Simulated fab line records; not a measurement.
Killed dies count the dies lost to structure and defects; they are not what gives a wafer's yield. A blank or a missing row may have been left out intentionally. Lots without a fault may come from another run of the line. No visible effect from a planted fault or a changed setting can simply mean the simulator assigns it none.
Split-lot study	flow sky130	route with 708 steps; 5 lots, 23 wafers read

## ON THE SPLIT
At SKY_NWELL_SOFTBAKE_19, the setting temp c was moved away from the recipe's 110 C on 9 of the 23 wafers read, by -1.5% to +3.1%. The other wafers ran this setting at the recipe's value.

## FROM THE SPLIT TO THE READING: what the file shows between them, 2 steps
- SKY_NWELL_EXPOSE_20: exposes mask NWM COMPLEMENT, target cd 840 nm
- SKY_NWELL_PEB_21

## THE READING
coat_of_NWELL_COAT_18.thk nm (the simulator's own value, which no gauge read), in nm, at SKY_NWELL_DEVELOP_22 (develop time 60 s). No usual value for it is given in the file. Across the 14 wafers here that went through the recipe, the average is 3001 nm and the standard deviation 5.6 nm.

wafer	tool, chamber at the split	temp c as run, C	against the recipe	coat_of_NWELL_COAT_18.thk nm, nm	against lot-mates on the recipe
L074.1	litho track-02, 0	108.4	-1.5%	3017	+20
L074.2	litho track-02, 0	110	recipe	2994	-
L074.3	litho track-02, 0	110	recipe	2998	-
L074.4	litho track-02, 0	110	recipe	2998	-
L074.5	litho track-02, 0	108.4	-1.5%	3009	+12
L075.1	litho track-04, 0	110	recipe	3012	-
L075.2	litho track-04, 0	113.4	+3.1%	2977	-28
L075.5	litho track-04, 0	113.4	+3.1%	2977	-28
L075.3	litho track-04, 0	110	recipe	3000	-
L075.4	litho track-04, 0	110	recipe	3003	-
L077.1	litho track-04, 0	108.5	-1.4%	3012	+15
L077.2	litho track-04, 0	110	recipe	2998	-
L077.3	litho track-04, 0	108.5	-1.4%	3006	+9
L077.5	litho track-04, 0	110	recipe	3003	-
L077.6	litho track-04, 0	110	recipe	2989	-
L078.3	litho track-04, 0	110	recipe	3001	-
L078.4	litho track-04, 0	110	recipe	3005	-
L078.5	litho track-04, 0	110	recipe	3009	-
L080.1	litho track-03, 0	110	recipe	3002	-
L080.2	litho track-03, 0	110	recipe	3005	-
L080.3	litho track-03, 0	108.8	-1.1%	3008	+4
L080.4	litho track-03, 0	108.8	-1.1%	3013	+10
L080.5	litho track-03, 0	108.8	-1.1%	3001	-2

FIT RESULTS
A straight line over all 23 wafers: coat_of_NWELL_COAT_18.thk nm changes by -7.4 nm for each +1% of temp c; r = -0.86; the points scatter about the line by 5.3 nm.
The same after taking each lot's own level away (the mean of its wafers on the recipe; 23 wafers): -8.75 nm for each +1%; r = -0.91; scatter 4.7 nm.
That fit puts the effect of the largest move of temp c on the reading at 27 nm.
Across the lots, their own levels run from 2996.7 to 3005.0 nm, a range of 1.5 times the standard deviation given above.
So the slope is not independent of the lot-to-lot level: the two fits are not the same.
Check: for one of the wafers moved furthest among these (+3.1%), held out of the fit, the line's prediction against its lot-mates is -27.2 nm. It came out at -28 nm against them.

## FURTHER SPLITS ON THESE WAFERS
Note: prior to the reading, these wafers also went through further splits. Each is held against what the fit with the lots' levels taken away leaves over:
other split on the same wafers	wafers away from the commonest value	r with coat_of_NWELL_COAT_18.thk nm (lot level and that fit taken away)
SKY_FIELD_ISO_OXIDATION_01 temp c	15	-0.07
SKY_FIELD_ISO_COAT_08 spin rpm	12	-0.26
SKY_FIELD_ISO_OXIDATION_22 ox time s	15	+0.18
SKY_NWELL_OXIDATION_01 ox time s	18	-0.18
SKY_DNWELL_COAT_02 resist thk nm	8	+0.23
SKY_NWELL_COAT_05 spin rpm	5	-0.11
SKY_NWELL_IMPLANT_11 dose cm2	6	-0.13

## THE WHOLE CHAIN: every reading that the file lists as answering this split, in the file's order
step	what it does	reading	change (the file's fit)	r (the file's)
SKY_NWELL_DEVELOP_22	develop time 60 s	coat_of_NWELL_COAT_18.thk nm (the simulator's own value, which no gauge read)	-8.86 nm for each +1% of the setting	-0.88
SKY_NWELL_STRIP_25	strips in O2/N2	strip time to endpoint s	withheld for each +1% of the setting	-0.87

## FILE'S OWN FIT
coat_of_NWELL_COAT_18.thk nm changes by -8.86 nm for each +1% of temp c, r = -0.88.
